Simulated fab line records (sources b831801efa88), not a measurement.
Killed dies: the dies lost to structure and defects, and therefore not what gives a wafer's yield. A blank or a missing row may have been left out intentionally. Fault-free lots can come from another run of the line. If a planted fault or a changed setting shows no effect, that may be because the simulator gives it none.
Problem report, 8D (eight disciplines) form, completed by code | flow gf180mcu | the parts of the form that need people (team, actions taken, sign-off) are left out

## 1. THE PROBLEM
Mean V1_CVD_00_THK at GF_V1_THK_MEAS_01: 722 nm over 6 wafers in 2 lots; fault-free wafers: 601 nm, standard deviation 8.3. That puts it +15 standard deviations away from the usual mean.
Earliest sighting: wafer L921.1 on film_metro-02 at day 18 08:45. The record holds 36 wafers of 12 lots with a number at this step. Rule for "out" (also "out of limits"): further than 4 standard deviations from the usual mean. The rest of the wafers with a number are treated as sound.

## 2. WHAT IT IS AND WHAT IT IS NOT
question                    | is                           | is not
which readings at this step | V1_CVD_00_THK                | -
which lots                  | L921, L924                   | L918, L919, L920, L933, L936, L937, L938, L939, L940, L941
which wafers of those lots  | all that have a number       | -
read on which gauges        | film_metro-01, film_metro-02 | film_metro-03
when                        | from day 18 08:45            | up to then (9 sound wafers); but 21 sound wafers of L933, L936, L937, L938, L939, L940, L941 came after

## 3. WHAT RULES OUT EACH SUSPECT
Counting: a tool at any process step up to the reading remains a suspect when it ran all the lots that are out and ran no sound lot after the first of those.
- the gauge at GF_V1_THK_MEAS_01 is ruled out. The wafers that are out were read on 2 gauges (film_metro-01, film_metro-02).
- hdpcvd-01 at GF_V1_CVD_00 (deposits SiO2, target thk 600 nm, time 100 s): ruled out as a lasting fault. The sound lots L933, L938, L939, L940, L941 went through it after L921, its earliest lot that is out (day 18 08:40).
Left after counting: nothing in the record.

## 4. THE CAUSE (what the simulator had put in)
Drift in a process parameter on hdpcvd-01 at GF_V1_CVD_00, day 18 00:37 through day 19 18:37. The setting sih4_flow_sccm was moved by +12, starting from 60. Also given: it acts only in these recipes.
It was ruled out by counting, in error; the rule expects a fault to strike all lots run on its tool from its start on, and this fault did not.

## 5. THE EFFECT CHAIN, in route order
One row per reading whose mean, taken over the struck wafers that have a number, lies over 3 standard deviations from the usual. Readings are gone through only where the record gives a usual standard deviation; hours: the median, over the lots, of the time from a lot's start at the first step in this table giving one to that lot's start at this step; sigmas: the change measured in usual standard deviations.
hours | step              | reading        | usual      | on struck wafers | change | sigmas
0     | GF_V1_CVD_00      | sih4_flow_sccm | 59.99 sccm | 71.88            | +11.89 | +63
0     | GF_V1_THK_MEAS_01 | V1_CVD_00_THK  | 601 nm     | 722              | +121   | +15
The process steps in it:
- GF_V1_CVD_00: deposits SiO2, target thk 600 nm, time 100 s.

## 6. HOW IT WOULD HAVE BEEN CAUGHT EARLIER
In this record the first reading out of limits at a measuring or inspecting step was taken at day 18 08:45, 8 hours after the fault began at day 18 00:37.
The tool's own readings at GF_V1_CVD_00 were out on every struck wafer that the step has a row for (sih4_flow_sccm): an alarm limit on them would have fired on the first of those.
